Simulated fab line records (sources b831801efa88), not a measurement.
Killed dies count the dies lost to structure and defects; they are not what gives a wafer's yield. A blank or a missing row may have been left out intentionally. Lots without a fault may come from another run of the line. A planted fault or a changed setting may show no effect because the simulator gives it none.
Chamber matching	flow sky130	3 sister chambers for SKY_LI_CONTACT_HDPCVD_00 on hdpcvd-01
The step deposits PSG, target thk 930 nm, time 155 s. 14 wafers are shown with their chamber, then 7 later ones without.

## EACH WAFER AND ITS CHAMBER
wafer	chamber	runLengthS (s)
L277.1	1	182.4
L277.2	0	182.2
L277.5	1	182.6
L278.1	0	182.9
L278.4	2	183.2
L278.5	1	181.9
L285.1	0	182.3
L285.3	1	182.1
L285.5	2	182.7
L286.1	2	183.1
L286.5	1	182.1
L286.6	2	183.1
L288.1	0	182.6
L288.3	1	182.7

SIGNATURES, as means of the wafers listed above
reading	chamber 0	chamber 1	chamber 2	scatter within a chamber
runLengthS	182.500	182.300	183.025	0.293
Rule: for each reading, subtract the chamber's mean from the wafer's reading, divide by that reading's scatter and square the result; add these up over the readings and take the root, which gives the wafer's distance from the chamber. If the next closest chamber is less than 2 further off than the closest, the wafer can't be placed; otherwise it belongs to the closest. The scatter is the square root of a quotient: the sum, over the shown wafers, of each reading's squared deviation from its chamber's mean, divided by wafers minus chambers.

## WAFERS WITH NO CHAMBER GIVEN
wafer	runLengthS (s)
L288.4	182.8
L289.1	182.9
L289.2	183.1
L289.6	183.1
L294.4	181.9
L294.5	183.2
L297.2	181.9

## WHICH CHAMBER EACH WENT THROUGH
wafer	from the rows above	in truth
L288.4	can't be placed: 2 or 0 or 1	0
L289.1	can't be placed: 2 or 0 or 1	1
L289.2	can't be placed: 2 or 0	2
L289.6	can't be placed: 2 or 0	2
L294.4	can't be placed: 1 or 0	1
L294.5	can't be placed: 2 or 0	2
L297.2	can't be placed: 1 or 0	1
Correct placement for 0 of the 7. Unplaceable from these rows: 7, with the true chamber sitting among the candidates in 7. 0 placed wrongly.
